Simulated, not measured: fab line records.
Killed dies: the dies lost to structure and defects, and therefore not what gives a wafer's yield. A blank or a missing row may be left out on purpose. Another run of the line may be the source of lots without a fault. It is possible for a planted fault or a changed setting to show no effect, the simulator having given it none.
8D (eight disciplines) problem report, filled in by code ; flow gf180mcu ; the parts of the form that need people (team, actions taken, sign-off) are left out

1. WHAT IS WRONG
Across 6 wafers from 2 lots, DNWELL_TW at GF_DNWELL_TW_MEAS_09 averages 1535, while fault-free wafers read 1365 with a standard deviation of 16. That puts it +11 standard deviations away from the usual mean.
The first sign was on wafer L779.1 at day 6 17:34, on film-metro-02. The record holds 42 wafers of 14 lots with a number at this step. The rule behind "out" and "out of limits": a value lying over 4 standard deviations away from the usual mean. The rest of the wafers with a number are treated as sound.

2. WHAT IT IS AND WHAT IT IS NOT
question;is;is not
which readings at this step;DNWELL_TW;-
which lots;L779, L781;L761, L762, L763, L764, L765, L768, L770, L772, L773, L774, L778, L780
which wafers of those lots;all that have a number;-
read on which gauges;film-metro-02, film-metro-04;film-metro-03
when;from day 6 17:34;"up to then (33 sound wafers); but 3 sound wafers of L780 came after"

3. WHAT RULES OUT EACH SUSPECT
Counting: any tool at a process step up to the reading is kept as a suspect provided that every lot that is out went through it and no sound lot did after the first of them.
- ruled out: the gauge at GF_DNWELL_TW_MEAS_09. Those wafers that are out were read across 2 gauges (film-metro-02, film-metro-04).
- implanter-04 at GF_DNWELL_IMPLANT_07: kept. It processed each lot that is out, first L779 at day 6 17:19, and no sound lot thereafter; up to then, the last sound lot it processed was L774 at day 5 15:28. Its own readings are out on those wafers: tilt-deg.
The count leaves implanter-04 at GF_DNWELL_IMPLANT_07.

4. THE CAUSE (what the simulator had put in)
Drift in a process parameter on implanter-04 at GF_DNWELL_IMPLANT_07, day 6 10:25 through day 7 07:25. Setting tilt-deg shifted by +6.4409 from 0. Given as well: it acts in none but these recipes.
After counting, this tool was the only one left.

5. SEQUENCE OF EFFECTS, ordered by route
One row per reading whose mean, taken over the struck wafers that have a number, lies over 3 standard deviations from the usual. Scope: only readings with a usual standard deviation given in the record; hours: median across lots of the time from each lot's start at the first step in this table that gives one to its start at this step; sigmas: change in usual standard deviations.
hours;step;reading;usual;on struck wafers;change;sigmas
0;GF_DNWELL_IMPLANT_07;tilt-deg;-0.001 degrees;6.437;+6.438;+99 or more
0;GF_DNWELL_TW_MEAS_09;DNWELL_TW;1365;1535;+170;+11
The process steps in it:
- GF_DNWELL_IMPLANT_07
Later measuring or inspecting steps at which every struck wafer that the step has a row for has a number for every such reading, and none has moved that far: GF_NWELL_OVL_MEAS_07, GF_NWELL_TW_MEAS_11, GF_VT_IMPLANT_OVL_MEAS_18.

6. WHAT WOULD HAVE CAUGHT IT SOONER
In this record the first reading out of limits at a measuring or inspecting step was taken at day 6 17:34, 7 hours after the fault began at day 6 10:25.
At GF_DNWELL_IMPLANT_07, the tool's own readings (tilt-deg) were out on each struck wafer the step has a row for, so an alarm limit on them would have fired on the first such wafer.
Lots out: 2; of these, L781 started GF_DNWELL_IMPLANT_07 on implanter-04 after day 6 17:34. Had the tool been put on hold then, it would have been spared.
